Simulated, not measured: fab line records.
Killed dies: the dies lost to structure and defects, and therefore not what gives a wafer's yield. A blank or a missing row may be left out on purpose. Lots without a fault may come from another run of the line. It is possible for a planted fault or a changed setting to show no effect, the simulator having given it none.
Which tool is to blame? / flow sky130 / 21 wafers from 7 lots sampled at 3 of the route's 708 steps

WHAT THE GAUGES READ, wafer by wafer
SKY_VT_ADJUST_HVTR_TW_MEAS_11.
lot=L917; measured=day 9 22:25; on=film_metro-02; VT_ADJUST_HVTR_TW=212.1 212.6 213.5
lot=L919; measured=day 10 12:07; on=film_metro-04; VT_ADJUST_HVTR_TW=212.2 213.4 213.6
lot=L923; measured=day 12 02:37; on=film_metro-01; VT_ADJUST_HVTR_TW=207.4 206.5 207.8
lot=L925; measured=day 12 13:10; on=film_metro-02; VT_ADJUST_HVTR_TW=213.0 213.2 212.8
lot=L928; measured=day 13 11:31; on=film_metro-04; VT_ADJUST_HVTR_TW=30.1 30.2 30.1
lot=L930; measured=day 13 18:13; on=film_metro-02; VT_ADJUST_HVTR_TW=212.9 212.5 212.6
lot=L938; measured=day 16 11:52; on=film_metro-02; VT_ADJUST_HVTR_TW=213.3 212.7 213.3

WHAT TOOL EACH LOT RAN ON (gives the tool, then ch and the chambers of the sampled wafers, and finally the start)
lot=L917; SKY_VT_ADJUST_NCORE_STRIP_10=plasma_asher-02 ch 0,1, day 9 00:28; SKY_VT_ADJUST_HVTR_STRIP_10=plasma_asher-01 ch 1, day 9 22:19
lot=L919; SKY_VT_ADJUST_NCORE_STRIP_10=plasma_asher-03 ch 1, day 9 13:40; SKY_VT_ADJUST_HVTR_STRIP_10=plasma_asher-01 ch 0,1, day 10 12:00
lot=L923; SKY_VT_ADJUST_NCORE_STRIP_10=plasma_asher-03 ch 0,1, day 11 02:09; SKY_VT_ADJUST_HVTR_STRIP_10=plasma_asher-01 ch 0,1, day 12 02:31
lot=L925; SKY_VT_ADJUST_NCORE_STRIP_10=plasma_asher-02 ch 0,1, day 11 13:24; SKY_VT_ADJUST_HVTR_STRIP_10=plasma_asher-01 ch 0,1, day 12 13:03
lot=L928; SKY_VT_ADJUST_NCORE_STRIP_10=plasma_asher-02 ch 0,1, day 12 12:34; SKY_VT_ADJUST_HVTR_STRIP_10=plasma_asher-04 ch 0,1, day 13 11:25
lot=L930; SKY_VT_ADJUST_NCORE_STRIP_10=plasma_asher-03 ch 0,1, day 12 17:30; SKY_VT_ADJUST_HVTR_STRIP_10=plasma_asher-04 ch 0,1, day 13 18:06
lot=L938; SKY_VT_ADJUST_NCORE_STRIP_10=plasma_asher-01 ch 0,1, day 15 08:16; SKY_VT_ADJUST_HVTR_STRIP_10=plasma_asher-04 ch 0,1, day 16 11:46
- SKY_VT_ADJUST_NCORE_STRIP_10: strips in O2/N2.
- SKY_VT_ADJUST_HVTR_STRIP_10: strips in O2/N2.

THE ANSWER, worked out from the rows above alone
Rule: usual is defined by the lots themselves. Put in order of their means at a reading, lots are off if they are a third of the lots or fewer, leave a main group of 4 or more, and stand apart from it by a gap of 3 or more times the standard deviation of the main group's means; of several such gaps the widest counts. A main group whose means are all the same, to the digits that the tables above print for the reading, isn't used. A lot without any number at a reading at which 4 lots or more have one is off too. All remaining lots with rows at the step are treated as sound.
Off: L928, seen at SKY_VT_ADJUST_HVTR_TW_MEAS_11 (VT_ADJUST_HVTR_TW). Main group: mean 212.0, sd 2.1.
If a tool, at a process step before that reading, ran all the lots that are off and no sound lot after the first of them, it fits. Those tools and the gauges at SKY_VT_ADJUST_HVTR_TW_MEAS_11 are tried in the same way. Undecided on this evidence; 2 tools fit (plasma_asher-02 at SKY_VT_ADJUST_NCORE_STRIP_10, film_metro-04 at SKY_VT_ADJUST_HVTR_TW_MEAS_11).

WHAT WAS PUT IN BY THE SIMULATOR
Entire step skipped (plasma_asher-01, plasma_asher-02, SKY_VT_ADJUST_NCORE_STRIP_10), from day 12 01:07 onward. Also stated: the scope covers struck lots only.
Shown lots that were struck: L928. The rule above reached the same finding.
